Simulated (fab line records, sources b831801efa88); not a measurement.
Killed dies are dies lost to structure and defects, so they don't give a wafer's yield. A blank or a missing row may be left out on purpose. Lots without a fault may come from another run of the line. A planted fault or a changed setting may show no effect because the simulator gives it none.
Chamber matching | flow sky130 | SKY_POLY_GATE_ETCH_16 on rie_diel-01: 4 sister chambers
The step etches Si3N4 in CH3F/O2, stops on poly-Si, time 147.5 s, target depth 75 nm. 14 wafers are shown with their chamber, then 7 later ones without.

WAFERS WITH THEIR CHAMBER
wafer  | chamber | drypump_motor_current_A (A) | throttle_valve_pct (%) | oes_product_au (a.u.)
L153.1 | 0       | 6.6                         | 10.538                 | 0.632
L153.4 | 2       | 5.3                         | 10.550                 | 0.632
L153.6 | 1       | 5.7                         | 10.538                 | 0.649
L158.2 | 3       | 5.7                         | 10.523                 | 0.639
L158.3 | 2       | 5.3                         | 10.543                 | 0.633
L158.4 | 1       | 5.7                         | 10.522                 | 0.644
L160.2 | 1       | 5.8                         | 10.517                 | 0.641
L160.4 | 3       | 5.7                         | 10.527                 | 0.638
L160.5 | 0       | 6.5                         | 10.540                 | 0.642
L162.3 | 1       | 5.8                         | 10.549                 | 0.645
L162.5 | 3       | 5.7                         | 10.533                 | 0.646
L162.6 | 2       | 5.3                         | 10.541                 | 0.645
L164.1 | 0       | 6.6                         | 10.525                 | 0.632
L164.3 | 3       | 5.7                         | 10.534                 | 0.635

SIGNATURES (means of the wafers above)
reading                 | chamber 0 | chamber 1 | chamber 2 | chamber 3 | scatter within a chamber
drypump_motor_current_A | 6.567     | 5.750     | 5.300     | 5.700     | 0.0408
throttle_valve_pct      | 10.53433  | 10.53150  | 10.54467  | 10.52925  | 0.00952
oes_product_au          | 0.63533   | 0.64475   | 0.63667   | 0.63950   | 0.00519
Rule: a wafer's distance from a chamber is the root of the sum, over the readings, of the square of ((its reading less the chamber's mean) divided by the reading's scatter). The wafer belongs to the nearest chamber; if the next one is less than 2 further off, it can't be placed. The scatter: the root of (the sum of the squares of (reading less its chamber's mean) over the shown wafers, divided by (wafers less chambers)).

WAFERS WITHOUT THEIR CHAMBER
wafer  | drypump_motor_current_A (A) | throttle_valve_pct (%) | oes_product_au (a.u.)
L164.6 | 6.6                         | 10.529                 | 0.644
L165.2 | 5.7                         | 10.548                 | 0.639
L165.3 | 5.3                         | 10.548                 | 0.636
L165.5 | 5.7                         | 10.514                 | 0.640
L175.1 | 5.3                         | 10.530                 | 0.637
L175.2 | 5.8                         | 10.532                 | 0.638
L175.4 | 5.8                         | 10.533                 | 0.635

WHICH CHAMBER EACH WENT THROUGH
wafer  | from the rows above     | in truth
L164.6 | 0                       | 0
L165.2 | can't be placed: 3 or 1 | 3
L165.3 | 2                       | 2
L165.5 | can't be placed: 3 or 1 | 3
L175.1 | 2                       | 2
L175.2 | can't be placed: 1 or 3 | 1
L175.4 | can't be placed: 1 or 3 | 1
Placed correctly: 3 of 7. Can't be placed from these rows: 4 (the true chamber is among the candidates in 4). Placed wrongly: 0.
